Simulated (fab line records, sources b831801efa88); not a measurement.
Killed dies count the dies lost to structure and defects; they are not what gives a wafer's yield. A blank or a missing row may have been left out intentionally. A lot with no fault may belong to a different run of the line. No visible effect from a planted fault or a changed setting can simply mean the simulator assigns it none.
2 desks, one fault || flow gf180mcu || numbers are kept per desk, each desk with only its own; the story behind them comes last

== DESK OF THE TOOL OWNER: implanter-03 ==
For each lot that ran on this tool, the mean over its sampled wafers that have a number, from the tool's own readings at GF_LVPWELL_IMPLANT_08. A lot is out of limits, marked OUT, if its mean lies more than 4 standard deviations from the usual mean; the brackets give that distance.
Columns: A = tiltDeg at GF_LVPWELL_IMPLANT_08, usual 0.001 degrees
{"lot": "L614", "first seen here": "day 5 01:58", "A": 0.009}
{"lot": "L623", "first seen here": "day 7 10:05", "A": 0.019}
{"lot": "L625", "first seen here": "day 7 20:07", "A": 0.012}
{"lot": "L627", "first seen here": "day 8 07:09", "A": 0.022}
Result from this desk: across the 4 lots, nothing is out of limits.

== METROLOGY DESK ==
Lot by lot, what the gauges showed, no matter which tool ran the lot: averages of those sampled wafers that carry a number. A lot is out of limits, marked OUT, if its mean lies more than 4 standard deviations from the usual mean; the brackets give that distance.
Columns: A = NWELL_TW at GF_NWELL_TW_MEAS_11, usual 1575; B = LVPWELL_OVL at GF_LVPWELL_OVL_MEAS_07, usual 1.1 nm; C = LVPWELL_TW at GF_LVPWELL_TW_MEAS_11, usual 562; D = MVSD_OVL at GF_MVSD_OVL_MEAS_07, usual 0.0 nm; E = MVSD_TW at GF_MVSD_TW_MEAS_11, usual 1584; F = MVPSD_OVL at GF_MVPSD_OVL_MEAS_07, usual 0.9 nm; G = MVPSD_TW at GF_MVPSD_TW_MEAS_11, usual 556
{"lot": "L614", "first seen here": "day 4 12:12", "A": 1563, "B": 3.3, "C": 557, "D": -1.3, "E": 1599, "F": 1.1, "G": 559}
{"lot": "L615", "first seen here": "day 4 15:53", "A": 1559, "B": 1.7, "C": 565, "D": 0.4, "E": 1590, "F": 0.4, "G": 561}
{"lot": "L618", "first seen here": "day 5 07:23", "A": 1588, "B": -1.7, "C": 565, "D": -0.5, "E": 1571, "F": 0.4, "G": 545}
{"lot": "L619", "first seen here": "day 5 16:05", "A": 1557, "B": 1.8, "C": 566, "D": 0.3, "E": 1600, "F": -0.4, "G": 563}
{"lot": "L623", "first seen here": "day 6 18:44", "A": 1593, "B": 0.1, "C": 566, "D": -1.1, "E": 1569, "F": 0.1, "G": 548}
{"lot": "L625", "first seen here": "day 7 04:41", "A": 1561, "B": 2.7, "C": 551, "D": -0.4, "E": 1593, "F": 0.4, "G": 559}
{"lot": "L627", "first seen here": "day 7 15:08", "A": 1567, "B": 2.1, "C": 563, "D": -0.7, "E": 1563, "F": 1.6, "G": 562}
Result from this desk: across the 7 lots, nothing is out of limits.

== TAKEN TOGETHER ==
The desk of the tool owner found nothing out of limits.
Metrology desk: nothing out of limits seen.

== WHAT THE SIMULATOR HAD PUT IN ==
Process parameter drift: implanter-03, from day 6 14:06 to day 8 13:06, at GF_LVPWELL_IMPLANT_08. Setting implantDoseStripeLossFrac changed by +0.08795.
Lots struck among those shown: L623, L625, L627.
